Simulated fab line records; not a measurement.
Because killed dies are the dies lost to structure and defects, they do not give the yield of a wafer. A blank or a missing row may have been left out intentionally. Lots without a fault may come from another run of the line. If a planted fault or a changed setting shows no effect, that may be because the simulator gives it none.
Chamber matching | flow gf180mcu | 3 sister chambers for GF_V1_CVD_02 on pecvd-01
The step deposits SiO2 from TEOS, target thk 850 nm, time 94.851 s. 16 wafers are shown with their chamber, then 8 later ones without.

## EACH WAFER AND ITS CHAMBER
wafer  | chamber | heaterPowerW (W) | susceptorTempC (C)
L286.2 | 1       | 482              | 399.81
L286.4 | 2       | 628              | 400.03
L286.5 | 1       | 541              | 399.70
L287.1 | 1       | 534              | 400.10
L287.4 | 1       | 570              | 399.94
L287.6 | 0       | 533              | 400.04
L289.2 | 0       | 632              | 399.87
L289.4 | 1       | 545              | 400.11
L289.6 | 0       | 675              | 400.08
L300.2 | 0       | 686              | 400.28
L300.3 | 2       | 781              | 399.92
L300.5 | 2       | 643              | 400.19
L304.1 | 1       | 528              | 400.07
L304.5 | 2       | 737              | 400.11
L304.6 | 0       | 548              | 400.26
L305.2 | 1       | 580              | 399.87

SIGNATURES (averages over the wafers above)
reading        | chamber 0 | chamber 1 | chamber 2 | scatter within a chamber
heaterPowerW   | 614.80    | 540.00    | 697.25    | 57.2
susceptorTempC | 400.1060  | 399.9429  | 400.0625  | 0.153
Rule: a wafer's distance from a chamber is the root of the sum, over the readings, of the square of ((its reading less the chamber's mean) divided by the reading's scatter). The wafer belongs to the nearest chamber; if the next one is less than 2 further off, it can't be placed. How the scatter is found: for the shown wafers, subtract from each reading the mean of its chamber, square and add these, divide the total by (wafers less chambers), then take the root.

## WAFERS WITHOUT THEIR CHAMBER
wafer  | heaterPowerW (W) | susceptorTempC (C)
L305.5 | 618              | 399.87
L305.6 | 757              | 399.87
L306.2 | 615              | 400.08
L306.4 | 583              | 399.78
L306.6 | 655              | 400.15
L308.1 | 636              | 400.31
L308.4 | 552              | 400.03
L308.5 | 687              | 400.10

## CHAMBER TAKEN BY EACH
wafer  | from the rows above          | in truth
L305.5 | can't be placed: 1 or 0 or 2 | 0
L305.6 | can't be placed: 2 or 0      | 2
L306.2 | can't be placed: 0 or 2 or 1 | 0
L306.4 | can't be placed: 1 or 0 or 2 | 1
L306.6 | can't be placed: 0 or 2 or 1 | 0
L308.1 | can't be placed: 0 or 2 or 1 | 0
L308.4 | can't be placed: 1 or 0 or 2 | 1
L308.5 | can't be placed: 2 or 0      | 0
Correctly placed: 0 of 8. These rows do not allow placing 8 (true chamber among the candidates in 8). Number placed wrongly: 0.
